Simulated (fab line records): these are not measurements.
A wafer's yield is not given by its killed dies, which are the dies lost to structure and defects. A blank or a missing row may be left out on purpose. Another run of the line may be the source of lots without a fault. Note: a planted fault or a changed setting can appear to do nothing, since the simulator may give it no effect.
Which tool is to blame? / flow gf180mcu / 14 lots with 42 wafers sampled at 4 steps, on a route of 602 steps

== WHAT THE GAUGES READ, wafer by wafer ==
GF_V5_CD_MEAS_14 targets a cd of 260 nm.
lot=L953; measured=day 27 03:38; on=cd-sem-02; cd-nm (nm)=259.9 260.8 260.6
lot=L954; measured=day 27 19:57; on=cd-sem-01; cd-nm (nm)=262.1 262.4 262.4
lot=L956; measured=day 28 08:38; on=cd-sem-01; cd-nm (nm)=260.1 260.6 261.2
lot=L957; measured=day 28 21:31; on=cd-sem-02; cd-nm (nm)=260.9 259.8 260.8
lot=L958; measured=day 29 01:34; on=cd-sem-01; cd-nm (nm)=261.0 261.6 261.0
lot=L959; measured=day 29 07:29; on=cd-sem-01; cd-nm (nm)=261.5 261.9 261.0
lot=L963; measured=day 30 16:01; on=cd-sem-02; cd-nm (nm)=259.4 257.8 258.1
lot=L967; measured=day 31 13:15; on=cd-sem-01; cd-nm (nm)=259.5 260.3 260.0
lot=L969; measured=day 32 07:05; on=cd-sem-02; cd-nm (nm)=260.5 259.3 260.6
lot=L970; measured=day 32 13:03; on=cd-sem-01; cd-nm (nm)=260.4 260.1 260.0
lot=L971; measured=day 32 21:53; on=cd-sem-02; cd-nm (nm)=262.5 262.2 262.0
lot=L973; measured=day 33 07:46; on=cd-sem-01; cd-nm (nm)=259.6 259.8 259.6
lot=L974; measured=day 33 11:28; on=cd-sem-01; cd-nm (nm)=261.1 261.7 261.9
lot=L975; measured=day 33 13:13; on=cd-sem-02; cd-nm (nm)=259.8 259.9 259.0

GF_PASSIVATION_THK_MEAS_03.
lot=L953; measured=day 28 03:07; on=film-metro-03; PASSIVATION_CVD_02_THK (nm)=701 698 718
lot=L954; measured=day 28 19:35; on=film-metro-01; PASSIVATION_CVD_02_THK (nm)=689 705 707
lot=L956; measured=day 29 07:53; on=film-metro-01; PASSIVATION_CVD_02_THK (nm)=698 703 707
lot=L957; measured=day 29 19:55; on=film-metro-03; PASSIVATION_CVD_02_THK (nm)=702 693 706
lot=L958; measured=day 29 23:55; on=film-metro-01; PASSIVATION_CVD_02_THK (nm)=702 709 710
lot=L959; measured=day 30 04:43; on=film-metro-01; PASSIVATION_CVD_02_THK (nm)=691 700 709
lot=L963; measured=day 31 12:54; on=film-metro-01; PASSIVATION_CVD_02_THK (nm)=684 699 702
lot=L967; measured=day 32 09:29; on=film-metro-03; PASSIVATION_CVD_02_THK (nm)=702 707 710
lot=L969; measured=day 33 02:31; on=film-metro-01; PASSIVATION_CVD_02_THK (nm)=703 717 714
lot=L970; measured=day 33 09:12; on=film-metro-03; PASSIVATION_CVD_02_THK (nm)=691 709 703
lot=L971; measured=day 33 17:31; on=film-metro-01; PASSIVATION_CVD_02_THK (nm)=702 707 726
lot=L973; measured=day 34 02:28; on=film-metro-01; PASSIVATION_CVD_02_THK (nm)=694 705 704
lot=L974; measured=day 34 05:39; on=film-metro-03; PASSIVATION_CVD_02_THK (nm)=681 700 692
lot=L975; measured=day 34 07:34; on=film-metro-01; PASSIVATION_CVD_02_THK (nm)=694 685 694

== EACH LOT AND THE TOOL THAT RAN IT (in order: tool; ch and the chambers of the sampled wafers; start) ==
lot=L953; GF_HV_LDD_STRIP_22=plasma-asher-04 ch 0,1, day 10 18:20; GF_TOP_METAL_SPUTTER_02=pvd-sputter-01, day 27 05:38
lot=L954; GF_HV_LDD_STRIP_22=plasma-asher-04 ch 0,1, day 11 05:25; GF_TOP_METAL_SPUTTER_02=pvd-sputter-04, day 27 21:56
lot=L956; GF_HV_LDD_STRIP_22=plasma-asher-04 ch 0,1, day 11 17:13; GF_TOP_METAL_SPUTTER_02=pvd-sputter-04, day 28 10:28
lot=L957; GF_HV_LDD_STRIP_22=plasma-asher-04 ch 1, day 12 04:47; GF_TOP_METAL_SPUTTER_02=pvd-sputter-04, day 28 23:10
lot=L958; GF_HV_LDD_STRIP_22=plasma-asher-04 ch 0,1, day 12 10:46; GF_TOP_METAL_SPUTTER_02=pvd-sputter-01, day 29 03:14
lot=L959; GF_HV_LDD_STRIP_22=plasma-asher-04 ch 0,1, day 12 15:56; GF_TOP_METAL_SPUTTER_02=pvd-sputter-01, day 29 09:07
lot=L963; GF_HV_LDD_STRIP_22=plasma-asher-02 ch 0,1, day 14 01:07; GF_TOP_METAL_SPUTTER_02=pvd-sputter-04, day 30 17:39
lot=L967; GF_HV_LDD_STRIP_22=plasma-asher-02 ch 0,1, day 15 05:59; GF_TOP_METAL_SPUTTER_02=pvd-sputter-04, day 31 14:54
lot=L969; GF_HV_LDD_STRIP_22=plasma-asher-02 ch 0,1, day 15 23:40; GF_TOP_METAL_SPUTTER_02=pvd-sputter-04, day 32 08:44
lot=L970; GF_HV_LDD_STRIP_22=plasma-asher-04 ch 0,1, day 16 11:58; GF_TOP_METAL_SPUTTER_02=pvd-sputter-03, day 32 15:29
lot=L971; GF_HV_LDD_STRIP_22=plasma-asher-03 ch 0,1, day 16 21:29; GF_TOP_METAL_SPUTTER_02=pvd-sputter-01, day 33 00:08
lot=L973; GF_HV_LDD_STRIP_22=plasma-asher-03 ch 0,1, day 17 07:12; GF_TOP_METAL_SPUTTER_02=pvd-sputter-03, day 33 09:23
lot=L974; GF_HV_LDD_STRIP_22=plasma-asher-03 ch 0,1, day 17 16:28; GF_TOP_METAL_SPUTTER_02=pvd-sputter-04, day 33 13:09
lot=L975; GF_HV_LDD_STRIP_22=plasma-asher-04 ch 0, day 17 22:38; GF_TOP_METAL_SPUTTER_02=pvd-sputter-03, day 33 14:52
- GF_HV_LDD_STRIP_22: strips in O2/N2.
- GF_TOP_METAL_SPUTTER_02: material AlCu, target thk 900 nm, time 47.82 s.

== WHAT THE TOOLS THEMSELVES READ (means of the sampled wafers that have a number; where no wafer has one, the mark that the record gives instead) ==
GF_HV_LDD_STRIP_22.
lot=L953; tool=plasma-asher-04; drypump-motor-current-A (A)=6.2; heater-power-w (W)=362; oes-product-au (a.u.)=0.719; strip-time-to-endpoint-s (s)=12.60
lot=L954; tool=plasma-asher-04; drypump-motor-current-A (A)=5.9; heater-power-w (W)=341; oes-product-au (a.u.)=0.718; strip-time-to-endpoint-s (s)=12.56
lot=L956; tool=plasma-asher-04; drypump-motor-current-A (A)=5.9; heater-power-w (W)=344; oes-product-au (a.u.)=0.719; strip-time-to-endpoint-s (s)=12.63
lot=L957; tool=plasma-asher-04; drypump-motor-current-A (A)=6.5; heater-power-w (W)=384; oes-product-au (a.u.)=0.717; strip-time-to-endpoint-s (s)=12.67
lot=L958; tool=plasma-asher-04; drypump-motor-current-A (A)=5.9; heater-power-w (W)=340; oes-product-au (a.u.)=0.714; strip-time-to-endpoint-s (s)=12.58
lot=L959; tool=plasma-asher-04; drypump-motor-current-A (A)=5.9; heater-power-w (W)=340; oes-product-au (a.u.)=0.719; strip-time-to-endpoint-s (s)=12.64
lot=L963; tool=plasma-asher-02; drypump-motor-current-A (A)=6.1; heater-power-w (W)=311; oes-product-au (a.u.)=0.716; strip-time-to-endpoint-s (s)=12.66
lot=L967; tool=plasma-asher-02; drypump-motor-current-A (A)=5.9; heater-power-w (W)=299; oes-product-au (a.u.)=0.716; strip-time-to-endpoint-s (s)=12.64
lot=L969; tool=plasma-asher-02; drypump-motor-current-A (A)=6.1; heater-power-w (W)=312; oes-product-au (a.u.)=0.716; strip-time-to-endpoint-s (s)=12.66
lot=L970; tool=plasma-asher-04; drypump-motor-current-A (A)=5.9; heater-power-w (W)=338; oes-product-au (a.u.)=0.714; strip-time-to-endpoint-s (s)=12.67
lot=L971; tool=plasma-asher-03; drypump-motor-current-A (A)=5.4; heater-power-w (W)=333; oes-product-au (a.u.)=0.715; strip-time-to-endpoint-s (s)=12.64
lot=L973; tool=plasma-asher-03; drypump-motor-current-A (A)=5.3; heater-power-w (W)=345; oes-product-au (a.u.)=0.714; strip-time-to-endpoint-s (s)=12.64
lot=L974; tool=plasma-asher-03; drypump-motor-current-A (A)=5.3; heater-power-w (W)=345; oes-product-au (a.u.)=0.723; strip-time-to-endpoint-s (s)=12.65
lot=L975; tool=plasma-asher-04; drypump-motor-current-A (A)=5.6; heater-power-w (W)=316; oes-product-au (a.u.)=0.718; strip-time-to-endpoint-s (s)=12.67

GF_TOP_METAL_SPUTTER_02.
lot=L953; tool=pvd-sputter-01; throttle-valve-pct (%)=29.7
lot=L954; tool=pvd-sputter-04; throttle-valve-pct (%)=30.2
lot=L956; tool=pvd-sputter-04; throttle-valve-pct (%)=29.7
lot=L957; tool=pvd-sputter-04; throttle-valve-pct (%)=29.4
lot=L958; tool=pvd-sputter-01; throttle-valve-pct (%)=29.6
lot=L959; tool=pvd-sputter-01; throttle-valve-pct (%)=29.8
lot=L963; tool=pvd-sputter-04; throttle-valve-pct (%)=30.5
lot=L967; tool=pvd-sputter-04; throttle-valve-pct (%)=30.2
lot=L969; tool=pvd-sputter-04; throttle-valve-pct (%)=29.7
lot=L970; tool=pvd-sputter-03; throttle-valve-pct (%)=29.9
lot=L971; tool=pvd-sputter-01; throttle-valve-pct (%)=29.7
lot=L973; tool=pvd-sputter-03; throttle-valve-pct (%)=29.9
lot=L974; tool=pvd-sputter-04; throttle-valve-pct (%)=30.7
lot=L975; tool=pvd-sputter-03; throttle-valve-pct (%)=29.4

== THE ANSWER, worked out from the rows above alone ==
Rule: usual is defined by the lots themselves. Put in order of their means at a reading, lots are off if they are a third of the lots or fewer, leave a main group of 4 or more, and stand apart from it by a gap of 3 or more times the standard deviation of the main group's means; of several such gaps the widest counts. Not used: any main group whose means are identical at the precision the tables above print for the reading. Also off: a lot with no number at a reading for which 4 or more lots have one. Where the step has rows for the other lots, those lots are counted as sound. The gauges are gone through in route order, then the tools' own readings, and for those a lot's mean is taken as printed above. The first step at which some lot is off is used, and at that step the reading that is off furthest; a lot without a number counts as furthest.
None of the lots is off at any reading shown; this tells nothing.

== WHAT WAS PUT IN BY THE SIMULATOR ==
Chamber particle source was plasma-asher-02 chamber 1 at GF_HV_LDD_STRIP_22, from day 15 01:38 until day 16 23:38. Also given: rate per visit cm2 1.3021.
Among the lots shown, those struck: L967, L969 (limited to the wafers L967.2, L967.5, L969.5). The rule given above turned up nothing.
